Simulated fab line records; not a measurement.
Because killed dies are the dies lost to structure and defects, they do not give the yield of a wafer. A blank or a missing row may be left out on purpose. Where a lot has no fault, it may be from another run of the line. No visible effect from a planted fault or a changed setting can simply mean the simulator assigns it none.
Which tool is to blame? || flow gf180mcu || 38 wafers from 13 lots sampled at 5 of the route's 602 steps

WHAT THE GAUGES SHOWED, per wafer
GF_CONTACT_THK_MEAS_03.
{"lot": "L730", "measured": "day 15 01:58", "on": "film-metro-04", "CONTACT_CVD_02_THK (nm)": "833 846 857"}
{"lot": "L731", "measured": "day 15 08:07", "on": "film-metro-02", "CONTACT_CVD_02_THK (nm)": "849 863 851"}
{"lot": "L733", "measured": "day 16 03:06", "on": "film-metro-02", "CONTACT_CVD_02_THK (nm)": "850 871 872"}
{"lot": "L735", "measured": "day 16 16:11", "on": "film-metro-04", "CONTACT_CVD_02_THK (nm)": "852 866 865"}
{"lot": "L736", "measured": "day 16 21:04", "on": "film-metro-04", "CONTACT_CVD_02_THK (nm)": "861 870 876"}
{"lot": "L737", "measured": "day 17 05:40", "on": "film-metro-04", "CONTACT_CVD_02_THK (nm)": "849 861 856"}
{"lot": "L739", "measured": "day 18 02:56", "on": "film-metro-02", "CONTACT_CVD_02_THK (nm)": "853 880 869"}
{"lot": "L740", "measured": "day 18 08:29", "on": "film-metro-02", "CONTACT_CVD_02_THK (nm)": "860 862 869"}
{"lot": "L742", "measured": "day 19 11:22", "on": "film-metro-02", "CONTACT_CVD_02_THK (nm)": "850 873"}
{"lot": "L750", "measured": "day 23 05:14", "on": "film-metro-03", "CONTACT_CVD_02_THK (nm)": "857 848 862"}
{"lot": "L752", "measured": "day 23 14:44", "on": "film-metro-02", "CONTACT_CVD_02_THK (nm)": "846 835 864"}
{"lot": "L753", "measured": "day 23 15:56", "on": "film-metro-03", "CONTACT_CVD_02_THK (nm)": "847 867 873"}
{"lot": "L751", "measured": "day 23 17:10", "on": "film-metro-03", "CONTACT_CVD_02_THK (nm)": "857 865 866"}

GF_CONTACT_BOW_MEAS_05.
{"lot": "L730", "measured": "day 15 02:20", "on": "film-metro-02", "CONTACT_BOW (um)": "72 58 69"}
{"lot": "L731", "measured": "day 15 08:28", "on": "film-metro-02", "CONTACT_BOW (um)": "83 62 61"}
{"lot": "L733", "measured": "day 16 03:29", "on": "film-metro-03", "CONTACT_BOW (um)": "74 56 56"}
{"lot": "L735", "measured": "day 16 16:34", "on": "film-metro-03", "CONTACT_BOW (um)": "64 67 68"}
{"lot": "L736", "measured": "day 16 21:28", "on": "film-metro-04", "CONTACT_BOW (um)": "64 64 85"}
{"lot": "L737", "measured": "day 17 06:02", "on": "film-metro-04", "CONTACT_BOW (um)": "61 69 62"}
{"lot": "L739", "measured": "day 18 03:19", "on": "film-metro-02", "CONTACT_BOW (um)": "71 62 59"}
{"lot": "L740", "measured": "day 18 08:52", "on": "film-metro-02", "CONTACT_BOW (um)": "80 67 69"}
{"lot": "L742", "measured": "day 19 11:44", "on": "film-metro-03", "CONTACT_BOW (um)": "53 64"}
{"lot": "L750", "measured": "day 23 05:36", "on": "film-metro-03", "CONTACT_BOW (um)": "57 55 68"}
{"lot": "L752", "measured": "day 23 15:05", "on": "film-metro-04", "CONTACT_BOW (um)": "62 55 69"}
{"lot": "L753", "measured": "day 23 16:19", "on": "film-metro-02", "CONTACT_BOW (um)": "49 63 67"}
{"lot": "L751", "measured": "day 23 17:32", "on": "film-metro-02", "CONTACT_BOW (um)": "81 74 75"}

GF_CONTACT_RS_MEAS_25: measures by four-point-probe.
{"lot": "L730", "measured": "day 15 23:26", "on": "film-metro-02", "CONTACT_W_RS (ohm/sq)": "0.378 0.380 0.381"}
{"lot": "L731", "measured": "day 16 05:40", "on": "film-metro-02", "CONTACT_W_RS (ohm/sq)": "0.383 0.374 0.383"}
{"lot": "L733", "measured": "day 17 03:01", "on": "film-metro-04", "CONTACT_W_RS (ohm/sq)": "0.374 0.379 0.380"}
{"lot": "L735", "measured": "day 17 15:46", "on": "film-metro-02", "CONTACT_W_RS (ohm/sq)": "0.389 0.383 0.374"}
{"lot": "L736", "measured": "day 17 20:46", "on": "film-metro-04", "CONTACT_W_RS (ohm/sq)": "0.378 0.375 0.388"}
{"lot": "L737", "measured": "day 18 06:05", "on": "film-metro-03", "CONTACT_W_RS (ohm/sq)": "0.379 0.370 0.376"}
{"lot": "L739", "measured": "day 19 03:07", "on": "film-metro-04", "CONTACT_W_RS (ohm/sq)": "0.387 0.382 0.384"}
{"lot": "L740", "measured": "day 19 09:24", "on": "film-metro-04", "CONTACT_W_RS (ohm/sq)": "0.381 0.379 0.383"}
{"lot": "L742", "measured": "day 20 12:31", "on": "film-metro-03", "CONTACT_W_RS (ohm/sq)": "0.368 0.367"}
{"lot": "L750", "measured": "day 24 05:05", "on": "film-metro-03", "CONTACT_W_RS (ohm/sq)": "0.384 0.390 0.378"}
{"lot": "L752", "measured": "day 24 13:53", "on": "film-metro-02", "CONTACT_W_RS (ohm/sq)": "0.378 0.375 0.378"}
{"lot": "L753", "measured": "day 24 15:11", "on": "film-metro-02", "CONTACT_W_RS (ohm/sq)": "0.380 0.380 0.380"}
{"lot": "L751", "measured": "day 24 16:28", "on": "film-metro-04", "CONTACT_W_RS (ohm/sq)": "0.377 0.382 0.384"}

GF_CONTACT_THK_MEAS_26: measures by xrf.
{"lot": "L730", "measured": "day 15 23:32", "on": "film-metro-02", "CONTACT_W_THK (nm)": "309 308 309"}
{"lot": "L731", "measured": "day 16 05:47", "on": "film-metro-02", "CONTACT_W_THK (nm)": "308 316 311"}
{"lot": "L733", "measured": "day 17 03:07", "on": "film-metro-04", "CONTACT_W_THK (nm)": "316 312 310"}
{"lot": "L735", "measured": "day 17 15:53", "on": "film-metro-02", "CONTACT_W_THK (nm)": "301 303 311"}
{"lot": "L736", "measured": "day 17 20:51", "on": "film-metro-04", "CONTACT_W_THK (nm)": "312 314 306"}
{"lot": "L737", "measured": "day 18 06:12", "on": "film-metro-03", "CONTACT_W_THK (nm)": "305 312 309"}
{"lot": "L739", "measured": "day 19 03:13", "on": "film-metro-04", "CONTACT_W_THK (nm)": "303 307 304"}
{"lot": "L740", "measured": "day 19 09:29", "on": "film-metro-04", "CONTACT_W_THK (nm)": "307 308 305"}
{"lot": "L742", "measured": "day 20 12:38", "on": "film-metro-03", "CONTACT_W_THK (nm)": "317 318"}
{"lot": "L750", "measured": "day 24 05:12", "on": "film-metro-03", "CONTACT_W_THK (nm)": "300 296 305"}
{"lot": "L752", "measured": "day 24 14:00", "on": "film-metro-02", "CONTACT_W_THK (nm)": "311 312 312"}
{"lot": "L753", "measured": "day 24 15:18", "on": "film-metro-02", "CONTACT_W_THK (nm)": "308 307 309"}
{"lot": "L751", "measured": "day 24 16:34", "on": "film-metro-04", "CONTACT_W_THK (nm)": "312 308 305"}

EACH LOT AND THE TOOL THAT RAN IT (in order: tool; ch and the chambers of the sampled wafers; start)
{"lot": "L730", "GF_CONTACT_CVD_24": "cvd-w-01 ch 0, day 15 23:19"}
{"lot": "L731", "GF_CONTACT_CVD_24": "cvd-w-01 ch 0,1, day 16 05:34"}
{"lot": "L733", "GF_CONTACT_CVD_24": "cvd-w-01 ch 0,1, day 17 02:55"}
{"lot": "L735", "GF_CONTACT_CVD_24": "cvd-w-01 ch 0,1, day 17 15:39"}
{"lot": "L736", "GF_CONTACT_CVD_24": "cvd-w-02 ch 0,1, day 17 20:38"}
{"lot": "L737", "GF_CONTACT_CVD_24": "cvd-w-01 ch 0,1, day 18 05:59"}
{"lot": "L739", "GF_CONTACT_CVD_24": "cvd-w-02 ch 0,1, day 19 02:57"}
{"lot": "L740", "GF_CONTACT_CVD_24": "cvd-w-01 ch 0,1, day 19 09:16"}
{"lot": "L742", "GF_CONTACT_CVD_24": "cvd-w-02 ch 0,1, day 20 12:25"}
{"lot": "L750", "GF_CONTACT_CVD_24": "cvd-w-02 ch 0,1, day 24 04:58"}
{"lot": "L752", "GF_CONTACT_CVD_24": "cvd-w-01 ch 0,1, day 24 13:47"}
{"lot": "L753", "GF_CONTACT_CVD_24": "cvd-w-01 ch 0,1, day 24 15:05"}
{"lot": "L751", "GF_CONTACT_CVD_24": "cvd-w-02 ch 0,1, day 24 16:20"}
- GF_CONTACT_CVD_24: deposits W, target thk 300 nm, time 90.339 s.

WHAT THE TOOLS THEMSELVES READ (means of the sampled wafers that have a number; where no wafer has one, the mark that the record gives instead)
GF_CONTACT_CVD_24.
{"lot": "L730", "tool": "cvd-w-01", "heater-power-w (W)": 950}
{"lot": "L731", "tool": "cvd-w-01", "heater-power-w (W)": 910}
{"lot": "L733", "tool": "cvd-w-01", "heater-power-w (W)": 870}
{"lot": "L735", "tool": "cvd-w-01", "heater-power-w (W)": 909}
{"lot": "L736", "tool": "cvd-w-02", "heater-power-w (W)": 951}
{"lot": "L737", "tool": "cvd-w-01", "heater-power-w (W)": 870}
{"lot": "L739", "tool": "cvd-w-02", "heater-power-w (W)": 891}
{"lot": "L740", "tool": "cvd-w-01", "heater-power-w (W)": 863}
{"lot": "L742", "tool": "cvd-w-02", "heater-power-w (W)": 908}
{"lot": "L750", "tool": "cvd-w-02", "heater-power-w (W)": 874}
{"lot": "L752", "tool": "cvd-w-01", "heater-power-w (W)": 913}
{"lot": "L753", "tool": "cvd-w-01", "heater-power-w (W)": 923}
{"lot": "L751", "tool": "cvd-w-02", "heater-power-w (W)": 942}

THE ANSWER, worked out from the rows above alone
Rule: what is usual is taken from the lots themselves. Put in order of their means at a reading, lots are off if they are a third of the lots or fewer, leave a main group of 4 or more, and stand apart from it by a gap of 3 or more times the standard deviation of the main group's means; of several such gaps the widest counts. A main group whose means are all the same, to the digits that the tables above print for the reading, isn't used. Also off: a lot with no number at a reading for which 4 or more lots have one. Any other lot the step has rows for is counted as sound. The gauges are gone through in route order, then the tools' own readings, and for those a lot's mean is taken as printed above. The first step at which some lot is off is used, and at that step the reading that is off furthest; a lot without a number counts as furthest.
Across all readings shown, no lot is off: no conclusion can be drawn from this.

WHAT THE SIMULATOR PUT IN
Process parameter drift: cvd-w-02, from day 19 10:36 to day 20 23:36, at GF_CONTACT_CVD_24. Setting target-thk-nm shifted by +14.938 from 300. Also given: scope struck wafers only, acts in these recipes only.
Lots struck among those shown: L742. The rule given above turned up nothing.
